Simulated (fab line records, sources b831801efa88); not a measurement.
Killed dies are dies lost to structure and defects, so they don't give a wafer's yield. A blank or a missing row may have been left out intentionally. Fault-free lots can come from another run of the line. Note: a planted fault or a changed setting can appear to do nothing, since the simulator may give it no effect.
What tool caused it? -- flow gf180mcu -- 6 lots with 18 wafers sampled at 2 steps, on a route of 602 steps

WHAT THE GAUGES SHOWED, per wafer
GF_VT_IMPLANT_RS_MEAS_46: a four-point-probe measurement.
lot,measured,on,MVSD_RS (ohm/sq)
L823,day 7 19:53,filmMetro-03,455.3 456.7 456.7
L830,day 9 20:51,filmMetro-01,427.0 427.1 427.8
L834,day 11 01:02,filmMetro-04,456.7 457.7 456.4
L838,day 12 05:59,filmMetro-04,455.7 458.1 455.7
L841,day 13 01:14,filmMetro-03,456.7 456.2 456.5
L843,day 13 14:29,filmMetro-04,457.7 459.1 458.7

WHAT TOOL EACH LOT RAN ON (gives the tool, then ch and the chambers of the sampled wafers, and finally the start)
lot,GF_MVSD_IMPLANT_08
L823,"implanter-01 ch 0, day 4 17:01"
L830,"implanter-02 ch 0, day 6 09:21"
L834,"implanter-01 ch 0, day 7 08:50"
L838,"implanter-03 ch 0, day 8 08:44"
L841,"implanter-03 ch 0, day 9 02:02"
L843,"implanter-01 ch 0, day 9 14:14"
- GF_MVSD_IMPLANT_08

THE ANSWER, worked out from the rows above alone
Rule: the usual values come from the lots themselves. Put in order of their means at a reading, lots are off if they are a third of the lots or fewer, leave a main group of 4 or more, and stand apart from it by a gap of 3 or more times the standard deviation of the main group's means; of several such gaps the widest counts. A main group is skipped when, at the precision printed for the reading in the tables above, its means are all equal. A lot without any number at a reading at which 4 lots or more have one is off too. The other lots that the step has rows for count as sound.
Off: L830, seen at GF_VT_IMPLANT_RS_MEAS_46 (MVSD_RS). Main group: mean 456.9 ohm/sq, sd 0.82.
A tool fits if, at a process step before that reading, it ran every lot that is off, and no sound lot after the first of them. Those tools and the gauges at GF_VT_IMPLANT_RS_MEAS_46 are tried in the same way. Undecided on this evidence; 2 tools fit (implanter-02 at GF_MVSD_IMPLANT_08, filmMetro-01 at GF_VT_IMPLANT_RS_MEAS_46).

WHAT THE SIMULATOR PUT IN
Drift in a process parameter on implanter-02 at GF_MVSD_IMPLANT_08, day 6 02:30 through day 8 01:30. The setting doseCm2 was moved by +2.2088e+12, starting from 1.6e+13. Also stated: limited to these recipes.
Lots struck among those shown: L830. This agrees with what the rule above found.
